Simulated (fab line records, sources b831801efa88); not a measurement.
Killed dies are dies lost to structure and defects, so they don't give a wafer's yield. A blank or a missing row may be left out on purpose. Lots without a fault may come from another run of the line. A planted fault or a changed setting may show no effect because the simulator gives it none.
A struck lot beside a sound one | flow sky130 | 15 steps out of a route of 708
Sound: wafers L151.1, L151.4, L151.6. Struck: wafers L155.3, L155.4, L155.5. The cause comes at the end.
At each step with rows: each side's tool, then ch and its chambers, then its first start. Under that, the readings that differ: sound wafers | struck wafers | difference of the means | sigmas: that difference in standard deviations of wafers without a fault.
alike: readings whose means differ by less than 2 such deviations, and words and numbers that are the same on both sides. not compared: withheld readings, readings that some wafer has no value for, bounds like >300 that may hide the same value, and numbers for which the record gives no deviation and whose values overlap.
The two part at a step that has a row with sigmas, a row that says differs or no value, or rows on one side only. Numbers that don't overlap but have no deviation are shown without sigmas and don't part them. A reading that every wafer of one side lacks parts them only if that side has two wafers or more.

SKY_VIA1_SOFTBAKE_08: time 92.52 s.
  sound on litho_track-02 ch 0; struck on litho_track-02 ch 0
  alike: plate_sensor_t_centre_C, plate_sensor_t_edge_C
then, 3 steps without rows for these wafers: SKY_VIA1_EXPOSE_09 (exposes mask VIM, target cd 150 nm); SKY_VIA1_PEB_10; SKY_VIA1_DEVELOP_11 (develop time 60 s).
SKY_VIA1_CD_MEAS_12: target cd 150 nm.
  sound on cd_sem-02, day 35 05:05; struck on cd_sem-02, day 35 19:23
  alike: cd_nm
SKY_VIA1_OVL_MEAS_13:
  sound on overlay-01, day 35 05:12; struck on overlay-01, day 35 19:28
  alike: VIA1_OVL
SKY_VIA1_ETCH_14: etches BARC in N2/H2, stops on SiO2, time 45.9 s, target depth 60 nm.
  sound on rie_diel-04 ch 0,1,3, day 35 05:14; struck on rie_diel-01 ch 0,2, day 35 19:29
  alike: bias_w, drypump_motor_current_A, oes_product_au, throttle_valve_pct
  not compared: rf_hours_counter_h
SKY_VIA1_ETCH_15: etches SiO2 in C4F8/O2/Ar, stops on TiN, target depth 351 nm, time 54 s.
  sound on rie_diel-04 ch 0,1,3, day 35 05:17; struck on rie_diel-01 ch 0,2, day 35 19:32
  alike: bias_w, oes_product_au
  not compared: rf_hours_counter_h
SKY_VIA1_STRIP_16: strips in O2/N2.
  sound on plasma_asher-01 ch 0,1, day 35 05:20; struck on plasma_asher-04 ch 0,1, day 35 19:37
  alike: drypump_motor_current_A, oes_product_au, strip_time_to_endpoint_s
  not compared: rf_hours_counter_h
then, 3 steps without rows for these wafers: SKY_VIA1_STRIP_17 (strips in post etch residue remover, time 1200 s); SKY_VIA1_CLEAN_18 (cleans in IPA, time 180 s); SKY_VIA1_CLEAN_19 (cleans in O3/DIW).
SKY_VIA1_SPUTTER_20: material TiN, target thk 20 nm, time 80 s.
  sound on pvd_sputter-01, day 35 05:55; struck on pvd_sputter-01, day 35 20:15
  reading                                  | sound             | struck            | difference | sigmas
  model.TiN_of_VIA1_SPUTTER_20.thk_nm (nm) | 20.09 19.84 20.23 | 33.66 33.58 33.73 | +13.60     |
  alike: throttle_valve_pct
SKY_VIA1_CVD_21: deposits W, target thk 270 nm, time 80.902 s.
  sound on cvd_w-01 ch 0,1, day 35 05:59; struck on cvd_w-01 ch 0,1, day 35 20:20
  alike: heater_power_w
SKY_PAD_OPEN_PROBE_99:
  the record has rows for the sound wafers here (prober-01, day 46 18:14) and none for the struck ones

WHERE THEY PART
Only at SKY_PAD_OPEN_PROBE_99, within this record.

WHY: what the simulator had put in
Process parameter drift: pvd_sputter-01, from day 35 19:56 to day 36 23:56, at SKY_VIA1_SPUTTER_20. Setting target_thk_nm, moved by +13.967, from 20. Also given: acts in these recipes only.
